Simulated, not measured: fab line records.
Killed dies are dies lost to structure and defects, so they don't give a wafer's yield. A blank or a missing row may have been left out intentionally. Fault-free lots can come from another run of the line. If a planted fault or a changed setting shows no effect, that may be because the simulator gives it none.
Chamber matching ; flow sfq line ; 4 sister chambers for SFQ_TRILAYER_I4_CMP_CMP_100 on cmp-02
The step polishes SiO2. 16 wafers are shown with their chamber, then 7 later ones without.

## EACH WAFER AND ITS CHAMBER
wafer;chamber;motor current A (A);time to endpoint s (s)
L115.1;0;9.3;203
L115.3;1;9.8;202
L115.6;3;11.7;215
L116.1;3;11.6;202
L116.3;0;9.9;209
L116.4;1;9.8;217
L118.2;0;9.3;207
L118.5;0;9.6;214
L118.6;1;10.4;215
L121.2;2;9.5;209
L121.4;0;9.5;214
L121.6;1;10.3;210
L123.3;2;9.5;204
L123.1;0;9.5;207
L123.6;3;11.4;215
L125.3;3;11.7;210

SIGNATURES, as means of the wafers listed above
reading;chamber 0;chamber 1;chamber 2;chamber 3;scatter within a chamber
motor current A;9.517;10.075;9.500;11.600;0.227
time to endpoint s;209.00;211.00;206.50;210.50;5.43
Rule: for each reading, subtract the chamber's mean from the wafer's reading, divide by that reading's scatter and square the result; add these up over the readings and take the root, which gives the wafer's distance from the chamber. If the next closest chamber is less than 2 further off than the closest, the wafer can't be placed; otherwise it belongs to the closest. How the scatter is found: for the shown wafers, subtract from each reading the mean of its chamber, square and add these, divide the total by (wafers less chambers), then take the root.

## WAFERS WHOSE CHAMBER IS MISSING
wafer;motor current A (A);time to endpoint s (s)
L125.2;9.8;203
L125.6;9.4;210
L134.4;10.1;210
L134.5;9.8;214
L137.1;10.2;204
L137.2;11.9;199
L137.3;9.0;203

## WHICH CHAMBER EACH ONE RAN IN
wafer;from the rows above;in truth
L125.2;can't be placed: 2 or 0 or 1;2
L125.6;can't be placed: 0 or 2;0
L134.4;1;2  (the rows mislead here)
L134.5;can't be placed: 1 or 0 or 2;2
L137.1;can't be placed: 1 or 2 or 0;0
L137.2;3;3
L137.3;can't be placed: 2 or 0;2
Correct placement for 1 of the 7. Cannot be placed on the basis of these rows: 5; the candidates contain the true chamber in 5. 1 placed wrongly.
